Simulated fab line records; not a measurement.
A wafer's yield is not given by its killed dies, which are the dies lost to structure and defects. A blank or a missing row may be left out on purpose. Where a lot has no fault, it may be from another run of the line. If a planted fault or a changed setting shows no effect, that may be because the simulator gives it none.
A lot that was struck, set against a sound lot | flow gf180mcu | 17 steps out of a route of 602
Sound: wafers L591.3, L591.5, L591.6. Struck: wafers L604.1, L604.4, L604.5. The cause is given at the end.
For every step that has rows: the tool of each side, followed by ch and its chambers, followed by its first start. Under that, the readings that differ: sound wafers | struck wafers | difference of the means | sigmas: that difference in standard deviations of wafers without a fault.
alike: readings whose means differ by less than 2 such deviations, and words and numbers that are the same on both sides. not compared: withheld readings, readings that some wafer has no value for, bounds like >300 that may hide the same value, and numbers for which the record gives no deviation and whose values overlap.
A row with sigmas, a row that says differs or no value, or rows on one side alone: a step with any of these is where the two part. Numbers that have no deviation but don't overlap get no sigmas and don't part them. A reading missing from all wafers of one side parts the sides only when that side holds two or more wafers.

first, 4 steps without rows for these wafers: GF_M1_SOFTBAKE_10 (time 60 s); GF_M1_EXPOSE_11 (exposes mask Metal1, target cd 230 nm); GF_M1_PEB_12 (peb time 90 s); GF_M1_DEVELOP_13 (develop time 60 s).
GF_M1_CD_MEAS_14 targets a cd of 230 nm.
  sound on cdSem-02, day 18 02:50; struck on cdSem-01, day 23 11:10
  alike: cdNm
GF_M1_OVL_MEAS_15:
  sound on overlay-01, day 18 02:56; struck on overlay-02, day 23 11:17
reading     | sound | struck     | difference | sigmas
M1_OVL (nm) | 3 6 8 | -4 -16 -10 | -16        | -3
GF_M1_METAL_ETCH_16: etches the open film in Cl2/BCl3, stops on SiO2, target depth 627.5 nm, time 104.6 s.
  sound on rieMetal-01 ch 0,1, day 18 02:59; struck on rieMetal-04 ch 0,1, day 23 11:19
  alike: bcl3FlowSccm, drypumpMotorCurrentA, oesProductAu, throttleValvePct
  not compared: rfHoursCounterH
GF_M1_STRIP_17: strips in O2/N2.
  sound on plasmaAsher-03 ch 0,1, day 18 03:06; struck on plasmaAsher-03 ch 0,1, day 23 11:28
  alike: drypumpMotorCurrentA, heaterPowerW, o2FlowSccm, oesProductAu, stripTimeToEndpointS
  not compared: rfHoursCounterH
then, 3 steps without rows for these wafers: GF_M1_STRIP_18 (strips in post etch residue remover, time 1200 s); GF_M1_CLEAN_19 (cleans in DIW); GF_V1_CVD_00 (deposits SiO2, target thk 600 nm, time 100 s).
GF_V1_THK_MEAS_01:
  sound on filmMetro-01, day 18 03:42; struck on filmMetro-03, day 23 12:07
  alike: V1_CVD_00_THK
GF_V1_CVD_02: deposits SiO2 from TEOS, target thk 850 nm, time 94.851 s.
  sound on pecvd-04 ch 0,1,2, day 18 03:44; struck on pecvd-04 ch 1,2, day 23 12:10
reading                            | sound             | struck            | difference | sigmas
rfFwdPowerW (W)                    | 597.2 597.4 592.3 | 835.3 832.6 837.6 | +239.5     | +99 or more
model.SiO2_of_V1_CVD_02.thkNm (nm) | 843.8 858.4 844.2 | 919.3 933.5 916   | +74.1      | 
  alike: heaterPowerW
GF_V1_THK_MEAS_03:
  sound on filmMetro-04, day 18 03:50; struck on filmMetro-04, day 23 12:14
reading            | sound       | struck      | difference | sigmas
V1_CVD_02_THK (nm) | 844 858 844 | 919 934 916 | +74        | +5
GF_V1_CMP_04: polishes SiO2.
  sound on cmp-01 ch 0,1, day 18 03:52; struck on cmp-02 ch 1,2,3, day 23 12:18
reading             | sound    | struck     | difference | sigmas
timeToEndpointS (s) | 75 83 73 | 110 118 98 | +32        | +4
  alike: motorCurrentA
GF_V1_BOW_MEAS_05:
  sound on filmMetro-01, day 18 04:13; struck on filmMetro-03, day 23 12:36
  alike: V1_BOW
after that, 1 step had no rows for these wafers: GF_PASSIVATION_PROBE_99.

WHERE THEY PART
At GF_M1_OVL_MEAS_15 first; at GF_V1_CMP_04 last (within this record only). Later steps at which nothing parts them and some readings are alike: GF_V1_BOW_MEAS_05.

WHY: whatever the simulator had introduced
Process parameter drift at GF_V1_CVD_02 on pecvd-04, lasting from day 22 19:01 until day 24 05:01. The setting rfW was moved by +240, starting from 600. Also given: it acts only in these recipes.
